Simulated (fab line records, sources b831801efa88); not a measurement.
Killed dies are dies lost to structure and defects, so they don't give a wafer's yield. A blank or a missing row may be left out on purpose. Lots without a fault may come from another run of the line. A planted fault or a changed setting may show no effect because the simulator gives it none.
One fault seen from 2 desks | flow gf180mcu | each desk has only its own numbers; what lay behind them comes last

THE TOOL OWNER'S DESK: pvd_sputter-03
The tool's own readings at GF_TOP_METAL_SPUTTER_02 (material AlCu, target thk 900 nm, time 47.82 s): means of the sampled wafers that have a number, for each lot that ran on this tool. A lot is out of limits, marked OUT, if its mean lies more than 4 standard deviations from the usual mean; the brackets give that distance.
Columns: A = cathode_dc_power_W at GF_TOP_METAL_SPUTTER_02, usual 10600 W; B = throttle_valve_pct at GF_TOP_METAL_SPUTTER_02, usual 29.8 %
lot  | first seen here | A     | B
L200 | day 26 23:37    | 10600 | 30.2
L206 | day 29 03:04    | 10599 | 30.3
L215 | day 31 10:37    | 10599 | 29.9
L216 | day 31 15:00    | 10600 | 30.5
This desk's finding: nothing out of limits on any of the 4 lots.

THE METROLOGY DESK
What the gauges read, lot by lot, whatever tool the lot ran on: means of the sampled wafers that have a number. A lot is out of limits, marked OUT, if its mean lies more than 4 standard deviations from the usual mean; the brackets give that distance.
Columns: A = TOP_METAL_ALCU_RS at GF_TOP_METAL_RS_MEAS_05, usual 0.0329 ohm/sq; B = TOP_METAL_ALCU_THK at GF_TOP_METAL_THK_MEAS_06, usual 880 nm; C = PASSIVATION_CVD_00_THK at GF_PASSIVATION_THK_MEAS_01, usual 1003 nm
lot  | first seen here | A                | B             | C
L200 | day 26 23:47    | 0.0330           | 870           | 1013
L204 | day 28 10:48    | 0.0331           | 872           | 1007
L206 | day 29 03:13    | 0.0333           | 868           | 1009
L208 | day 29 18:30    | 0.0323           | 893           | 1014
L215 | day 31 10:42    | 0.0444 (+35) OUT | 678 (-21) OUT | 1000
L216 | day 31 15:05    | 0.0505 (+53) OUT | 573 (-32) OUT | 992
L218 | day 32 14:55    | 0.0327           | 885           | 987
L220 | day 32 20:43    | 0.0324           | 888           | 993
L221 | day 32 22:03    | 0.0333           | 873           | 1016
L223 | day 33 20:21    | 0.0329           | 879           | 1004
This desk's finding: out of limits on L215, L216; first on L215, day 31 10:42 (TOP_METAL_ALCU_RS at GF_TOP_METAL_RS_MEAS_05). In limits: L200, L204, L206, L208, L218, L220, L221, L223.

PUT TOGETHER
The metrology desk could have raised an alarm at day 31 10:42, on L215, L216.
The tool owner's desk saw nothing out of limits.
The tool owner's desk has L215, L216 on record, within its limits.
Of the lots named, all ran GF_TOP_METAL_SPUTTER_02 on pvd_sputter-03.

WHAT THE SIMULATOR HAD PUT IN
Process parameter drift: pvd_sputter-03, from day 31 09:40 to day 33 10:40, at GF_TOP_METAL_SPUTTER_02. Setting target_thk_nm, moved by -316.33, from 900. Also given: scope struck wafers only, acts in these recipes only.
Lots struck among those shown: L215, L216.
Hours from the fault's start to each desk's first reading out of limits: the metrology desk, 1.
